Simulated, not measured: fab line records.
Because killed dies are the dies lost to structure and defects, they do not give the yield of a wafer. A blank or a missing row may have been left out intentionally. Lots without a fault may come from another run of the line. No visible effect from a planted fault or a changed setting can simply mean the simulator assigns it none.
fab line records ; flow sky130
[record] lots = 11; wafers = 33; last_day = 50
route steps=708 shown METAL3@532 CAPM@540 PAD_OPEN@708
lots with no fault: from the same line, run without faults
start_h: hours from the record's opening day to when the first of the lot's shown wafers began ; wait_h: hours since the lot's step before ; " same as the row above ; L1.1+2: a single row standing in for several wafers ; - either no value or no given start ; * or withheld: withheld ; < > ~ a bound
route shown NAME@n: a module of which the file shows steps, and the number in the route of the first ; usual: average and standard deviation across the fault-free wafers ; same: alike in all rows ; chamber/n: place in a boat ; sites: readings site by site ; _std_site: their standard deviation ; _edge_site: mean of outer sites minus mean of inner sites ; radius_mm: for every site, how far away it sits from the centre of the wafer ; mask NAME#n: copy n ; behind: the last tool/chamber to shape the wafer ; hold: reason for holding the lot/hours on hold/outcome of the hold ; device: the transistor (n, p or np) that didn't switch ; end of line: the tests these same wafers got at the end of their route ; where a step has no rows: the recipe by itself ; killed: the dies lost at the first sort to structure and to defects; this is not the yield of the wafer ; map: the dies of a wafer, with x for killed, . for not killed, _ for no die there
set.NAME: the run value of the setting; set.NAME@STEP: its run value at that earlier step ; model.NAME: the simulator's own value behind a step, which no gauge read
route steps across a sampled set of lots; one table per step, one row per wafer
services: a tool's chamber out of use, with start hour (start_h, from the record's first day; less than 0 if before it), hours out, and reason
[[steps]]
[step SKY_METAL3_SPUTTER_00]
[recipe] material = Ti; target_thk_nm = 15; power_w = 3000; time_s = 10; chamber_pressure_pa = 0.4
[usual] throttle_valve_pct = 29.9/1.4
lot.wafer;tool;chamber;start_h;wait_h;throttle_valve_pct
L895.1;pvd_sputter-04;-;852.93;0.2;31.0
L895.2;pvd_sputter-04;-;852.93;0.2;28.5
L895.5;pvd_sputter-04;-;852.93;0.2;30.7
L896.1;pvd_sputter-01;-;863.73;0.2;32.9
L896.2;pvd_sputter-01;-;863.73;0.2;29.6
L896.4;pvd_sputter-01;-;863.73;0.2;29.6
L905.1;pvd_sputter-01;-;919.75;0.1;29.5
L905.3;pvd_sputter-01;-;919.75;0.1;30.0
L905.5;pvd_sputter-01;-;919.75;0.1;29.8
L906.2;pvd_sputter-03;-;934.64;0.2;31.8
L906.3;pvd_sputter-03;-;934.64;0.2;29.7
L906.6;pvd_sputter-03;-;934.64;0.2;29.7
L907.2;pvd_sputter-03;-;943.99;0.1;29.7
L907.5;pvd_sputter-03;-;943.99;0.1;28.3
L907.6;pvd_sputter-03;-;943.99;0.1;29.7
L908.1;pvd_sputter-04;-;947.67;0.1;31.1
L908.2;pvd_sputter-04;-;947.67;0.1;28.5
L908.5;pvd_sputter-04;-;947.67;0.1;28.4
L912.2;pvd_sputter-03;-;992.64;0.1;29.8
L912.3;pvd_sputter-03;-;992.64;0.1;27.9
L912.6;pvd_sputter-03;-;992.64;0.1;29.5
L913.1;pvd_sputter-04;-;994.74;0.2;28.6
L913.2;pvd_sputter-04;-;994.74;0.2;30.8
L913.3;pvd_sputter-04;-;994.74;0.2;28.4
L915.2;pvd_sputter-04;-;996.68;0.1;28.7
L915.3;pvd_sputter-04;-;996.68;0.1;31.1
L915.5;pvd_sputter-04;-;996.68;0.1;30.8
L914.2;pvd_sputter-03;-;997.08;0.1;28.1
L914.4;pvd_sputter-03;-;997.08;0.1;27.7
L914.6;pvd_sputter-03;-;997.08;0.1;29.3
L916.2;pvd_sputter-03;-;999.44;0.1;31.4
L916.3;pvd_sputter-03;-;999.44;0.1;29.5
L916.5;pvd_sputter-03;-;999.44;0.1;27.9
[step SKY_CAPM_RS_MEAS_03]
[recipe] thk_meas_gauge = four-point-probe; reads = TiN_of_CAPM_SPUTTER_02
[usual] CAPM_TIN_RS = 6.94/0.091
lot.wafer;tool;chamber;start_h;wait_h;CAPM_TIN_RS[ohm/sq]
L895.1;film_metro-01;-;853.27;0.1;6.83
L895.2;film_metro-01;-;853.27;0.1;6.84
L895.5;film_metro-01;-;853.27;0.1;6.82
L896.1;film_metro-04;-;864.08;0.1;6.98
L896.2;film_metro-04;-;864.08;0.1;7.03
L896.4;film_metro-04;-;864.08;0.1;6.97
L905.1;film_metro-01;-;920.10;0.1;6.90
L905.3;film_metro-01;-;920.10;0.1;6.84
L905.5;film_metro-01;-;920.10;0.1;6.83
L906.2;film_metro-04;-;935.00;0.1;7.03
L906.3;film_metro-04;-;935.00;0.1;7.00
L906.6;film_metro-04;-;935.00;0.1;6.99
L907.2;film_metro-04;-;944.36;0.1;6.88
L907.5;film_metro-04;-;944.36;0.1;6.77
L907.6;film_metro-04;-;944.36;0.1;6.76
L908.1;film_metro-04;-;948.01;0.1;6.98
L908.2;film_metro-04;-;948.01;0.1;6.98
L908.5;film_metro-04;-;948.01;0.1;6.98
L912.2;film_metro-04;-;993.01;0.1;7.02
L912.3;film_metro-04;-;993.01;0.1;6.93
L912.6;film_metro-04;-;993.01;0.1;7.02
L913.1;film_metro-01;-;995.09;0.1;6.93
L913.2;film_metro-01;-;995.09;0.1;6.97
L913.3;film_metro-01;-;995.09;0.1;6.93
L915.2;film_metro-02;-;997.04;0.1;6.87
L915.3;film_metro-02;-;997.04;0.1;6.97
L915.5;film_metro-02;-;997.04;0.1;6.93
L914.2;film_metro-02;-;997.44;0.1;6.91
L914.4;film_metro-02;-;997.44;0.1;6.93
L914.6;film_metro-02;-;997.44;0.1;6.90
L916.2;film_metro-02;-;999.81;0.1;7.00
L916.3;film_metro-02;-;999.81;0.1;7.01
L916.5;film_metro-02;-;999.81;0.1;7.01
[step SKY_CAPM_COAT_07]
[recipe] resist = NOVOLAK; spin_rpm = 3000; resist_thk_nm = 1140
[usual] spin_speed_rpm = 3000.1/1.8
lot.wafer;tool;chamber;start_h;wait_h;spin_speed_rpm
L895.1;litho_track-01;0;866.31;0.1;3002.3
L895.2;litho_track-01;0;866.31;0.1;3002.3
L895.5;litho_track-01;0;866.31;0.1;3005.0
L896.1;litho_track-03;0;874.95;0.1;2998.2
L896.2;litho_track-03;0;874.95;0.1;3001.7
L896.4;litho_track-03;0;874.95;0.1;3000.1
L905.1;litho_track-03;0;932.00;0.1;2999.9
L905.3;litho_track-03;0;932.00;0.1;2997.4
L905.5;litho_track-03;0;932.00;0.1;3003.8
L906.2;litho_track-03;0;947.23;0.1;3274.0
L906.3;litho_track-03;0;947.23;0.1;3270.7
L906.6;litho_track-03;0;947.23;0.1;3275.0
L907.2;litho_track-03;0;955.28;0.1;3274.9
L907.5;litho_track-03;0;955.28;0.1;3274.0
L907.6;litho_track-03;0;955.28;0.1;3275.1
L908.1;litho_track-02;0;959.51;0.1;3002.0
L908.2;litho_track-02;0;959.51;0.1;3001.1
L908.5;litho_track-02;0;959.51;0.1;3000.2
L912.2;litho_track-02;0;1003.29;0.1;2997.1
L912.3;litho_track-02;0;1003.29;0.1;2998.8
L912.6;litho_track-02;0;1003.29;0.1;2999.2
L913.1;litho_track-02;0;1005.01;0.1;2998.7
L913.2;litho_track-02;0;1005.01;0.1;2996.7
L913.3;litho_track-02;0;1005.01;0.1;2997.9
L915.2;litho_track-02;0;1007.39;0.1;3000.9
L915.3;litho_track-02;0;1007.39;0.1;3000.3
L915.5;litho_track-02;0;1007.39;0.1;3002.0
L914.2;litho_track-01;0;1007.69;0.1;3001.2
L914.4;litho_track-01;0;1007.69;0.1;2998.6
L914.6;litho_track-01;0;1007.69;0.1;2999.6
L916.2;litho_track-02;0;1011.54;0.1;2999.1
L916.3;litho_track-02;0;1011.54;0.1;2994.8
L916.5;litho_track-02;0;1011.54;0.1;2998.9
[step SKY_CAPM_METAL_ETCH_13]
[recipe] target_depth_nm = 220; stop_on = SiO2; chemistry = Cl2/BCl3; target = TiN; pressure_mtorr = 10; icp_w = 900; bias_w = 48.5; Cl2_flow_sccm = 60; bcl3_flow_sccm = 30; time_s = 62.9
[usual] bias_w = 48.50/0.14; drypump_motor_current_A = 5.9/0.43; oes_product_au = 0.939/0.0081; throttle_valve_pct = 21.903/0.01
lot.wafer;tool;chamber;start_h;wait_h;bias_w;drypump_motor_current_A;oes_product_au;rf_hours_counter_h;throttle_valve_pct
L895.1;rie_metal-01;1;878.10;0.0;48.44;5.0;0.947;2;21.887
L895.2;rie_metal-01;0;878.10;0.0;48.46;6.3;0.942;15;21.881
L895.5;rie_metal-01;1;878.10;0.0;48.63;5.0;0.949;-;21.913
L896.1;rie_metal-01;1;888.04;0.0;48.20;5.0;0.942;2;21.902
L896.2;rie_metal-01;0;888.04;0.0;48.61;6.3;0.937;16;21.922
L896.4;rie_metal-01;1;888.04;0.0;48.53;5.0;0.934;-;21.917
L905.1;rie_metal-01;0;944.40;0.0;48.62;6.3;0.935;21;21.899
L905.3;rie_metal-01;0;944.40;0.0;48.29;6.3;0.947;-;21.901
L905.5;rie_metal-01;0;944.40;0.0;48.57;6.3;0.947;-;21.901
L906.2;rie_metal-04;1;959.29;0.0;48.45;6.0;0.928;12;21.890
L906.3;rie_metal-04;0;959.29;0.0;48.43;5.7;0.937;-;21.896
L906.6;rie_metal-04;1;959.29;0.0;48.44;6.0;0.938;-;21.904
L907.2;rie_metal-04;1;967.85;0.0;48.62;6.0;0.950;13;21.883
L907.5;rie_metal-04;1;967.85;0.0;48.62;6.0;0.955;-;21.895
L907.6;rie_metal-04;0;967.85;0.0;48.72;5.7;0.947;-;21.906
L908.1;rie_metal-04;1;971.60;0.0;48.52;6.0;0.941;13;21.893
L908.2;rie_metal-04;0;971.60;0.0;48.35;5.7;0.934;4;21.894
L908.5;rie_metal-04;1;971.60;0.0;48.91;6.0;0.940;-;21.900
L912.2;rie_metal-01;0;1015.65;0.0;48.37;6.3;0.928;0;21.919
L912.3;rie_metal-01;0;1015.65;0.0;48.35;6.3;0.941;-;21.884
L912.6;rie_metal-01;0;1015.65;0.0;48.53;6.3;0.938;-;21.899
L913.1;rie_metal-01;1;1017.40;0.0;48.29;5.0;0.943;6;21.911
L913.2;rie_metal-01;0;1017.40;0.0;48.58;6.3;0.943;0;21.913
L913.3;rie_metal-01;0;1017.40;0.0;48.45;6.3;0.944;-;21.910
L915.2;rie_metal-01;0;1018.94;0.0;48.57;6.3;0.938;0;21.903
L915.3;rie_metal-01;0;1018.94;0.0;48.40;6.3;0.932;-;21.908
L915.5;rie_metal-01;1;1018.94;0.0;48.41;5.0;0.939;-;21.899
L914.2;rie_metal-04;0;1019.20;0.0;48.53;5.6;0.941;6;21.922
L914.4;rie_metal-04;0;1019.20;0.0;48.49;5.6;0.934;-;21.892
L914.6;rie_metal-04;1;1019.20;0.0;48.71;6.0;0.942;-;21.904
L916.2;rie_metal-01;0;1022.50;0.0;48.55;6.3;0.939;0;21.902
L916.3;rie_metal-01;1;1022.50;0.0;48.47;5.0;0.935;-;21.891
L916.5;rie_metal-01;1;1022.50;0.0;48.61;5.0;0.930;-;21.911
[step SKY_CAPM_STRIP_14]
[recipe] chemistry = O2/N2; power_w = 1400; pressure_mtorr = 1500; platen_temp_c = withheld; o2_flow_sccm = 3000; n2_flow_sccm = 300; overash_fraction = 0.5
[usual] drypump_motor_current_A = 5.55/0.18; oes_product_au = 0.710/0.0049; strip_time_to_endpoint_s = 12.65/0.053
lot.wafer;tool;chamber;start_h;wait_h;drypump_motor_current_A;oes_product_au;rf_hours_counter_h;strip_time_to_endpoint_s
L895.1;plasma_asher-02;0;878.17;0.1;5.86;0.712;107;12.76
L895.2;plasma_asher-02;1;878.17;0.1;5.51;0.706;107;12.70
L895.5;plasma_asher-02;0;878.17;0.1;5.86;0.712;-;12.68
L896.1;plasma_asher-02;0;888.12;0.1;5.84;0.713;108;12.60
L896.2;plasma_asher-02;1;888.12;0.1;5.53;0.704;108;12.57
L896.4;plasma_asher-02;0;888.12;0.1;5.87;0.710;-;12.65
L905.1;plasma_asher-04;1;944.55;0.1;5.44;0.711;82;12.61
L905.3;plasma_asher-04;0;944.55;0.1;5.59;0.705;-;12.62
L905.5;plasma_asher-04;1;944.55;0.1;5.43;0.703;-;12.60
L906.2;plasma_asher-02;0;959.37;0.1;5.82;0.698;115;12.00
L906.3;plasma_asher-02;1;959.37;0.1;5.55;0.703;-;12.06
L906.6;plasma_asher-02;0;959.37;0.1;5.85;0.711;-;12.02
L907.2;plasma_asher-02;1;967.92;0.1;5.52;0.713;115;12.03
L907.5;plasma_asher-02;0;967.92;0.1;5.82;0.710;-;12.06
L907.6;plasma_asher-02;1;967.92;0.1;5.52;0.709;-;12.08
L908.1;plasma_asher-04;0;971.67;0.1;5.59;0.706;85;12.64
L908.2;plasma_asher-04;1;971.67;0.1;5.44;0.709;85;12.67
L908.5;plasma_asher-04;1;971.67;0.1;5.42;0.708;-;12.62
L912.2;plasma_asher-04;1;1015.72;0.1;5.41;0.718;89;12.53
L912.3;plasma_asher-04;1;1015.72;0.1;5.44;0.712;-;12.51
L912.6;plasma_asher-04;1;1015.72;0.1;5.42;0.706;-;12.57
L913.1;plasma_asher-04;0;1017.47;0.1;5.60;0.717;89;12.67
L913.2;plasma_asher-04;1;1017.47;0.1;5.43;0.704;89;12.58
L913.3;plasma_asher-04;1;1017.47;0.1;5.40;0.716;-;12.58
L915.2;plasma_asher-04;0;1019.02;0.1;5.61;0.707;89;12.61
L915.3;plasma_asher-04;1;1019.02;0.1;5.40;0.722;-;12.63
L915.5;plasma_asher-04;0;1019.02;0.1;5.62;0.713;-;12.69
L914.2;plasma_asher-02;1;1019.28;0.1;5.52;0.715;120;12.66
L914.4;plasma_asher-02;0;1019.28;0.1;5.86;0.718;-;12.68
L914.6;plasma_asher-02;1;1019.28;0.1;5.55;0.704;-;12.59
L916.2;plasma_asher-04;1;1022.57;0.1;5.43;0.717;90;12.62
L916.3;plasma_asher-04;1;1022.57;0.1;5.44;0.710;-;12.70
L916.5;plasma_asher-04;1;1022.57;0.1;5.41;0.709;-;12.67
[step SKY_PAD_OPEN_PROBE_99]
[usual] defect_limited_yield = 82.8/1.9; killed_at_M0_to_M3 = 42/6.3; killed_at_M4_up = 3.2/1.9; killed_at_contacts = 24/5.8; killed_at_front_end = 15/4.3; killed_at_other = 0.2/0.62; killed_dies = 85/9.3; killed_open = 46/6.8; killed_short = 38/6.1; sort_bin_3_pad_short = 0.8/0.43; sort_bin_5_function = 10.2/1.5; sort_bin_6_memory = 6.2/1.1; sort_n_pass = 407/9.3; sort_yield_pct = 82.8/1.9
[same] gross_dies = 492; killed_at_back_side = 0; sort_bin_4_leakage[%] = 0; sort_bin_8_speed[%] = 0
lot.wafer;tool;chamber;start_h;wait_h;defect_limited_yield[%];killed_at_M0_to_M3;killed_at_M4_up;killed_at_contacts;killed_at_front_end;killed_at_other;killed_dies;killed_open;killed_short;sort_bin_3_pad_short[%];sort_bin_5_function[%];sort_bin_6_memory[%];sort_n_pass;sort_yield_pct[%]
L895.1;prober-01;-;1070.92;0.1;81.1;53;4;25;11;0;93;51;42;0.8;10.2;7.9;399;81.1
L895.2;prober-01;-;1070.97;0.1;81.9;48;5;30;6;0;89;45;44;1.0;11.4;5.7;403;81.9
L895.5;prober-01;-;1071.12;0.2;81.3;49;2;17;24;0;92;45;46;0.4;11.6;6.7;400;81.3
L896.1;prober-02;-;1081.55;0.1;81.5;42;7;30;12;0;91;41;50;0.2;12.0;6.3;401;81.5
L896.2;prober-02;-;1081.60;0.1;82.9;40;4;26;14;0;84;42;42;1.0;10.2;5.9;408;82.9
L896.4;prober-02;-;1081.70;0.2;81.9;43;5;25;16;0;89;46;43;1.4;11.0;5.7;403;81.9
L905.1;prober-01;-;1127.94;0.1;82.7;35;4;30;16;0;85;47;36;1.2;9.1;6.9;407;82.7
L905.3;prober-01;-;1128.04;0.2;81.3;49;2;26;14;1;92;50;41;0.6;13.4;4.7;400;81.3
L905.5;prober-01;-;1128.14;0.2;85.8;26;2;28;14;0;70;40;30;0.4;8.7;5.1;422;85.8
L906.2;prober-02;-;1139.49;0.1;85.6;33;2;23;12;1;71;34;34;1.0;8.1;5.3;421;85.6
L906.3;prober-02;-;1139.54;0.2;85.2;32;2;18;21;0;73;43;30;1.2;9.1;4.5;419;85.2
L906.6;prober-02;-;1139.69;0.2;82.9;42;1;28;12;1;84;44;37;0.6;9.8;6.7;408;82.9
L907.2;prober-01;-;1146.43;0.1;82.5;49;2;22;13;0;86;48;38;0.4;10.0;7.1;406;82.5
L907.5;prober-01;-;1146.58;0.2;81.9;42;3;22;22;0;89;46;43;0.4;11.4;6.3;403;81.9
L907.6;prober-01;-;1146.63;0.2;84.3;39;4;20;14;0;77;42;35;0.8;8.9;5.9;415;84.3
L908.1;prober-02;-;1148.54;0.1;84.1;46;4;15;13;0;78;42;36;1.8;8.5;5.5;414;84.1
L908.2;prober-02;-;1148.59;0.1;83.7;40;8;19;13;0;80;45;35;1.2;8.3;6.7;412;83.7
L908.5;prober-02;-;1148.74;0.2;85.4;38;3;20;11;0;72;39;33;0.2;8.5;5.9;420;85.4
L912.2;prober-01;-;1179.74;0.1;82.1;50;5;19;14;0;88;47;41;1.2;11.6;5.1;404;82.1
L912.3;prober-01;-;1179.79;0.2;81.5;40;6;29;16;0;91;45;45;0.8;11.6;6.1;401;81.5
L912.6;prober-01;-;1179.94;0.2;84.3;43;2;16;16;0;77;36;40;0.8;8.9;5.9;415;84.3
L913.1;prober-02;-;1182.22;0.1;83.9;41;3;23;12;0;79;39;40;0.4;10.0;5.7;413;83.9
L913.2;prober-02;-;1182.27;0.1;83.1;39;4;19;21;0;83;45;38;0.6;10.2;6.1;409;83.1
L913.3;prober-02;-;1182.32;0.2;80.9;39;7;27;20;1;94;48;46;1.8;9.3;7.9;398;80.9
L914.2;prober-02;-;1185.13;0.1;83.1;35;4;27;13;4;83;48;31;0.4;10.6;5.9;409;83.1
L914.4;prober-02;-;1185.23;0.2;84.3;41;3;22;10;1;77;47;29;1.0;9.6;5.1;415;84.3
L914.6;prober-02;-;1185.33;0.2;84.8;38;3;23;11;0;75;42;33;1.0;8.9;5.3;417;84.8
L915.2;prober-01;-;1185.96;0.1;83.5;50;7;16;8;0;81;40;39;0.2;11.0;5.3;411;83.5
L915.3;prober-01;-;1186.01;0.2;83.7;38;4;24;14;0;80;42;38;0.8;8.5;6.9;412;83.7
L915.5;prober-01;-;1186.11;0.2;83.5;44;2;21;14;0;81;37;44;1.0;9.8;5.7;411;83.5
L916.2;prober-02;-;1189.79;0.1;83.5;35;2;30;14;0;81;34;47;0.6;9.3;6.5;411;83.5
L916.3;prober-02;-;1189.84;0.2;83.7;42;2;28;8;0;80;46;34;1.0;11.2;4.1;412;83.7
L916.5;prober-02;-;1189.94;0.2;84.3;36;2;30;9;0;77;43;34;1.0;8.9;5.7;415;84.3
// killed by level:class
L895.1 METAL2:geometric_particle:short=11 VIA2:geometric_particle:open=11 LI_CONTACT:geometric_particle:open=8 CONTACT:geometric_particle:open=7 VIA3:geometric_particle:open=6 CONTACT:geometric_particle:short=5 VIA1:geometric_particle:open=5 POLY_GATE:geometric_particle:open=4
L895.2 VIA1:geometric_particle:open=12 METAL2:geometric_particle:short=8 VIA3:geometric_particle:open=8 CONTACT:geometric_particle:short=7 CONTACT:geometric_particle:open=7 LI_CONTACT:geometric_particle:open=6 VIA1:geometric_particle:short=6 VIA2:geometric_particle:open=6
L895.5 VIA1:geometric_particle:open=11 FIELD_ISO:geometric_particle:short=9 VIA2:geometric_particle:open=7 METAL2:geometric_particle:short=6 VIA3:geometric_particle:open=6 POLY_GATE:geometric_particle:open=5 CONTACT:geometric_particle:short=5 CONTACT:geometric_particle:open=5
L896.1 VIA1:geometric_particle:open=10 CONTACT:geometric_particle:short=8 CONTACT:geometric_particle:open=7 METAL4:geometric_particle:short=7 LI_CONTACT:geometric_particle:open=6 METAL1:geometric_particle:short=6 METAL2:geometric_particle:short=5 LI_CONTACT:geometric_particle:short=4
L896.2 VIA1:geometric_particle:open=9 CONTACT:geometric_particle:open=8 LI_CONTACT:geometric_particle:open=7 METAL1:geometric_particle:short=7 FIELD_ISO:geometric_particle:short=5 METAL2:geometric_particle:short=5 VIA2:geometric_particle:short=5 LOCAL_INTERCONNECT:geometric_particle:short=4
L896.4 VIA1:geometric_particle:open=12 VIA3:geometric_particle:open=8 LI_CONTACT:geometric_particle:open=7 FIELD_ISO:geometric_particle:short=6 CONTACT:geometric_particle:short=6 METAL2:geometric_particle:short=6 LOCAL_INTERCONNECT:geometric_particle:short=5 FIELD_ISO:geometric_particle:open=4
L905.1 VIA1:geometric_particle:open=11 CONTACT:geometric_particle:open=10 LI_CONTACT:geometric_particle:open=8 LI_CONTACT:geometric_particle:short=6 METAL1:geometric_particle:short=5 VIA3:geometric_particle:open=5 FIELD_ISO:geometric_particle:open=4 FIELD_ISO:geometric_particle:short=4
L905.3 CONTACT:geometric_particle:open=11 VIA1:geometric_particle:open=11 LI_CONTACT:geometric_particle:open=9 METAL2:geometric_particle:short=8 METAL1:geometric_particle:short=7 FIELD_ISO:geometric_particle:short=6 CONTACT:geometric_particle:short=6 VIA2:geometric_particle:open=5
L905.5 CONTACT:geometric_particle:open=15 FIELD_ISO:geometric_particle:short=8 LI_CONTACT:geometric_particle:open=5 FIELD_ISO:geometric_particle:open=4 LI_CONTACT:geometric_particle:short=4 VIA2:geometric_particle:open=4 METAL2:geometric_particle:short=4 VIA3:geometric_particle:open=4
L906.2 VIA1:geometric_particle:open=10 CONTACT:geometric_particle:open=7 LI_CONTACT:geometric_particle:open=6 CONTACT:geometric_particle:short=5 METAL1:geometric_particle:short=5 POLY_GATE:geometric_particle:short=4 VIA1:geometric_particle:short=4 VIA2:geometric_particle:open=4
L906.3 VIA1:geometric_particle:open=10 FIELD_ISO:geometric_particle:open=8 CONTACT:geometric_particle:open=8 FIELD_ISO:geometric_particle:short=7 VIA3:geometric_particle:open=6 LI_CONTACT:geometric_particle:open=4 METAL1:geometric_particle:short=4 POLY_GATE:geometric_particle:short=3
L906.6 CONTACT:geometric_particle:open=11 LOCAL_INTERCONNECT:geometric_particle:short=8 VIA1:geometric_particle:open=8 VIA3:geometric_particle:short=6 LI_CONTACT:geometric_particle:open=5 METAL1:geometric_particle:short=5 VIA3:geometric_particle:open=5 METAL2:geometric_particle:short=5
L907.2 CONTACT:geometric_particle:open=11 VIA1:geometric_particle:open=10 VIA1:geometric_particle:short=9 VIA2:geometric_particle:open=9 LI_CONTACT:geometric_particle:open=5 METAL1:geometric_particle:short=5 VIA3:geometric_particle:open=5 POLY_GATE:geometric_particle:open=4
L907.5 FIELD_ISO:geometric_particle:short=11 VIA1:geometric_particle:open=11 VIA3:geometric_particle:open=8 VIA2:geometric_particle:open=7 LOCAL_INTERCONNECT:geometric_particle:short=6 LI_CONTACT:geometric_particle:open=5 CONTACT:geometric_particle:open=5 VIA1:geometric_particle:short=5
L907.6 VIA1:geometric_particle:open=14 CONTACT:geometric_particle:open=8 METAL1:geometric_particle:short=5 FIELD_ISO:geometric_particle:open=4 POLY_GATE:geometric_particle:open=4 LI_CONTACT:geometric_particle:short=4 CONTACT:geometric_particle:short=4 VIA1:geometric_particle:short=4
L908.1 VIA3:geometric_particle:open=8 VIA1:geometric_particle:open=7 METAL2:geometric_particle:short=7 METAL1:geometric_particle:short=6 VIA2:geometric_particle:open=6 LI_CONTACT:geometric_particle:open=5 FIELD_ISO:geometric_particle:open=4 CONTACT:geometric_particle:short=4
L908.2 VIA1:geometric_particle:open=14 LI_CONTACT:geometric_particle:open=7 METAL4:geometric_particle:short=6 CONTACT:geometric_particle:open=5 METAL3:geometric_particle:short=5 POLY_GATE:geometric_particle:open=4 VIA1:geometric_particle:short=4 VIA3:geometric_particle:open=4
L908.5 CONTACT:geometric_particle:open=10 VIA3:geometric_particle:open=9 VIA1:geometric_particle:open=7 METAL2:geometric_particle:short=5 VIA1:geometric_particle:short=4 LOCAL_INTERCONNECT:geometric_particle:short=4 METAL1:geometric_particle:short=4 FIELD_ISO:geometric_particle:open=3
L912.2 VIA1:geometric_particle:open=13 VIA2:geometric_particle:open=7 METAL3:geometric_particle:short=7 POLY_GATE:geometric_particle:short=6 VIA3:geometric_particle:open=6 CONTACT:geometric_particle:open=6 CONTACT:geometric_particle:short=5 METAL2:geometric_particle:short=5
L912.3 CONTACT:geometric_particle:open=16 VIA1:geometric_particle:open=9 METAL2:geometric_particle:short=6 METAL4:geometric_particle:short=6 VIA2:geometric_particle:short=6 FIELD_ISO:geometric_particle:short=5 VIA2:geometric_particle:open=5 LOCAL_INTERCONNECT:geometric_particle:short=4
L912.6 VIA2:geometric_particle:open=8 METAL2:geometric_particle:short=7 METAL1:geometric_particle:short=6 FIELD_ISO:geometric_particle:short=5 LI_CONTACT:geometric_particle:open=5 VIA3:geometric_particle:open=5 VIA1:geometric_particle:open=5 CONTACT:geometric_particle:open=4
L913.1 CONTACT:geometric_particle:open=10 METAL2:geometric_particle:short=7 METAL1:geometric_particle:short=7 VIA1:geometric_particle:short=6 VIA2:geometric_particle:open=6 VIA3:geometric_particle:open=5 POLY_GATE:geometric_particle:short=4 LI_CONTACT:geometric_particle:short=4
L913.2 METAL1:geometric_particle:short=12 VIA1:geometric_particle:open=10 POLY_GATE:geometric_particle:short=7 LI_CONTACT:geometric_particle:open=7 CONTACT:geometric_particle:open=7 VIA3:geometric_particle:open=7 POLY_GATE:geometric_particle:open=5 LOCAL_INTERCONNECT:geometric_particle:short=4
L913.3 METAL1:geometric_particle:short=8 LI_CONTACT:geometric_particle:open=7 VIA2:geometric_particle:open=7 VIA1:geometric_particle:open=7 POLY_GATE:geometric_particle:open=6 LI_CONTACT:geometric_particle:short=6 FIELD_ISO:geometric_particle:short=5 CONTACT:geometric_particle:short=5
L914.2 CONTACT:geometric_particle:open=17 VIA1:geometric_particle:open=6 FIELD_ISO:geometric_particle:short=5 FIELD_ISO:geometric_particle:open=4 METAL1:geometric_particle:short=4 VIA2:geometric_particle:open=4 VIA3:geometric_particle:open=4 PAD_OPEN:coat_microbubble_printed=4
L914.4 VIA1:geometric_particle:open=15 CONTACT:geometric_particle:open=10 VIA3:geometric_particle:open=6 CONTACT:geometric_particle:short=5 METAL1:geometric_particle:short=5 METAL2:geometric_particle:short=4 VIA2:geometric_particle:open=4 POLY_GATE:geometric_particle:open=3
L914.6 VIA1:geometric_particle:open=14 CONTACT:geometric_particle:open=7 CONTACT:geometric_particle:short=5 VIA2:geometric_particle:open=5 LI_CONTACT:geometric_particle:open=4 SPACER:geometric_particle:open=3 LOCAL_INTERCONNECT:geometric_particle:short=3 METAL1:geometric_particle:short=3
L915.2 VIA1:geometric_particle:open=12 METAL1:geometric_particle:short=7 VIA2:geometric_particle:open=7 CONTACT:geometric_particle:open=6 METAL2:geometric_particle:short=6 VIA3:geometric_particle:open=6 METAL4:geometric_particle:short=5 CONTACT:geometric_particle:short=4
L915.3 VIA1:geometric_particle:open=11 VIA3:geometric_particle:open=8 CONTACT:geometric_particle:open=7 LOCAL_INTERCONNECT:geometric_particle:short=6 LI_CONTACT:geometric_particle:short=5 METAL2:geometric_particle:short=5 FIELD_ISO:geometric_particle:open=4 POLY_GATE:geometric_particle:short=4
L915.5 VIA1:geometric_particle:open=11 METAL1:geometric_particle:short=8 LOCAL_INTERCONNECT:geometric_particle:short=7 VIA3:geometric_particle:open=7 FIELD_ISO:geometric_particle:short=6 LI_CONTACT:geometric_particle:short=5 METAL2:geometric_particle:short=5 VIA2:geometric_particle:open=4
L916.2 LI_CONTACT:geometric_particle:open=7 METAL2:geometric_particle:short=7 LOCAL_INTERCONNECT:geometric_particle:short=7 CONTACT:geometric_particle:open=7 METAL3:geometric_particle:short=6 VIA3:geometric_particle:open=6 CONTACT:geometric_particle:short=5 FIELD_ISO:geometric_particle:short=4
L916.3 LI_CONTACT:geometric_particle:open=10 CONTACT:geometric_particle:open=8 VIA2:geometric_particle:open=6 FIELD_ISO:geometric_particle:open=5 VIA1:geometric_particle:short=5 METAL1:geometric_particle:short=5 METAL2:geometric_particle:short=4 VIA2:geometric_particle:short=4
L916.5 LI_CONTACT:geometric_particle:open=11 VIA1:geometric_particle:open=10 CONTACT:geometric_particle:short=9 METAL1:geometric_particle:short=6 METAL2:geometric_particle:short=5 FIELD_ISO:geometric_particle:short=4 CONTACT:geometric_particle:open=4 POLY_GATE:geometric_particle:open=3
[[services]]
tool;chamber;start_h;hours;kind
pvd_sputter-03;3;835.76;-;consumable_replace:kit
pvd_sputter-03;3;835.76;18.0;scheduled_down
pvd_sputter-03;3;835.76;18.0;vent_cycle
litho_track-02;-;836.99;-;consumable_replace:filter
rie_metal-01;1;848.14;5.9;repair
rie_metal-04;0;852.52;-;clean
rie_metal-04;0;852.52;20.9;scheduled_down
rie_metal-04;0;852.52;20.9;vent_cycle
plasma_asher-04;-;859.55;1.1;repair
rie_metal-01;0;868.32;1.5;repair
pvd_sputter-03;-;873.25;0.6;repair
rie_metal-04;-;878.60;28.1;pm
rie_metal-01;1;891.50;63.0;repair
pvd_sputter-04;0;912.64;-;consumable_replace:kit
litho_track-02;-;927.56;-;consumable_replace:filter
pvd_sputter-03;2;980.67;-;consumable_replace:kit
pvd_sputter-03;2;980.67;18.0;scheduled_down
pvd_sputter-03;2;980.67;18.0;vent_cycle
rie_metal-01;0;982.90;-;clean
rie_metal-01;0;982.90;26.1;scheduled_down
rie_metal-01;0;982.90;26.1;vent_cycle
rie_metal-01;1;1001.88;12.3;repair
plasma_asher-02;-;1004.53;6.1;repair
pvd_sputter-03;-;1020.89;9.8;repair
[[key]]
[first_sign] step = SKY_CAPM_COAT_07; reading = spin_speed_rpm; direction = up; sigmas = 99+; usual = 3000.1; struck = 3273.9
[effect] step = SKY_CAPM_STRIP_14; reading = strip_time_to_endpoint_s; direction = down; sigmas = 11; usual = *; struck = *
met_at SKY_CAPM_COAT_07
struck_lots L906,L907
not_acting_at SKY_METAL3_SPUTTER_00,SKY_CAPM_RS_MEAS_03,SKY_CAPM_METAL_ETCH_13
onset_between 932.00 947.23
[fault] kind = process_parameter_drift; tool = litho_track-03; chamber = -; onset_h = 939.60; steps = SKY_CAPM_COAT_07; channel = spin_rpm; offset = 274.78; shape = step; end_h = 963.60; acts_in = these_recipes_only; stated = 3000
